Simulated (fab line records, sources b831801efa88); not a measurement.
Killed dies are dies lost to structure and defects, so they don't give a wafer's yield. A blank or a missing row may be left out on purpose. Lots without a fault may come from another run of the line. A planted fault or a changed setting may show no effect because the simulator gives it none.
Which tool did it? | flow sfq_line | 7 lots, 21 wafers sampled, at 4 steps of a route of 325

WHAT THE GAUGES READ, wafer by wafer
SFQ_R5_RS_MEAS_933: measures by four-point-probe.
lot  | measured     | on            | R5_MONX_RS (ohm/sq)
L479 | day 57 10:01 | film_metro-02 | 7.09 7.09 7.18
L481 | day 63 08:00 | film_metro-03 | 7.15 7.09 7.06
L483 | day 64 02:01 | film_metro-02 | 6.99 6.98 6.97
L492 | day 71 02:46 | film_metro-02 | 7.09 7.04 7.09
L494 | day 71 13:56 | film_metro-02 | 7.21 7.22 7.31
L496 | day 71 21:58 | film_metro-02 | 7.06 7.01 7.09
L498 | day 72 04:34 | film_metro-01 | 7.06 6.96 6.97

WHICH TOOL RAN EACH LOT (tool, then ch and the chambers of the sampled wafers, then the start)
lot  | SFQ_TRILAYER_JJ_TRILAYER_DEP_SPUTTER_110 | SFQ_TRILAYER_A5B_DEP_PECVD_129  | SFQ_TRILAYER_A5B_METRO_MEASURE_131
L479 | pvd_sputter-05, day 50 17:46             | pecvd-02 ch 0,1,2, day 57 04:54 | film_metro-04, day 57 08:43
L481 | pvd_sputter-03, day 57 08:07             | pecvd-01 ch 0,2, day 63 03:37   | film_metro-01, day 63 06:43
L483 | pvd_sputter-03, day 57 18:41             | pecvd-03 ch 0,1, day 63 17:17   | film_metro-01, day 64 00:55
L492 | pvd_sputter-05, day 60 23:36             | pecvd-03 ch 0,1,2, day 70 22:22 | film_metro-01, day 71 01:39
L494 | pvd_sputter-06, day 61 05:36             | pecvd-02 ch 0,1,2, day 71 07:58 | film_metro-03, day 71 12:49
L496 | pvd_sputter-03, day 61 11:37             | pecvd-03 ch 0,1,2, day 71 17:34 | film_metro-03, day 71 20:51
L498 | pvd_sputter-05, day 61 20:00             | pecvd-02 ch 0,1, day 71 22:22   | film_metro-03, day 72 03:27
- SFQ_TRILAYER_JJ_TRILAYER_DEP_SPUTTER_110: material Al, target thk 8 nm, time 10 s.
- SFQ_TRILAYER_A5B_DEP_PECVD_129: deposits SiO2 from SiH4/N2O, time 133.33 s, target thk 600 nm.
- SFQ_TRILAYER_A5B_METRO_MEASURE_131

THE ANSWER, worked out from the rows above alone
Rule: what is usual is taken from the lots themselves. Put in order of their means at a reading, lots are off if they are a third of the lots or fewer, leave a main group of 4 or more, and stand apart from it by a gap of 3 or more times the standard deviation of the main group's means; of several such gaps the widest counts. A main group whose means are all the same, to the digits that the tables above print for the reading, isn't used. A lot without any number at a reading at which 4 lots or more have one is off too. The other lots that the step has rows for count as sound.
No lot is off at any reading shown: from this, nothing can be told.

WHAT THE SIMULATOR HAD PUT IN
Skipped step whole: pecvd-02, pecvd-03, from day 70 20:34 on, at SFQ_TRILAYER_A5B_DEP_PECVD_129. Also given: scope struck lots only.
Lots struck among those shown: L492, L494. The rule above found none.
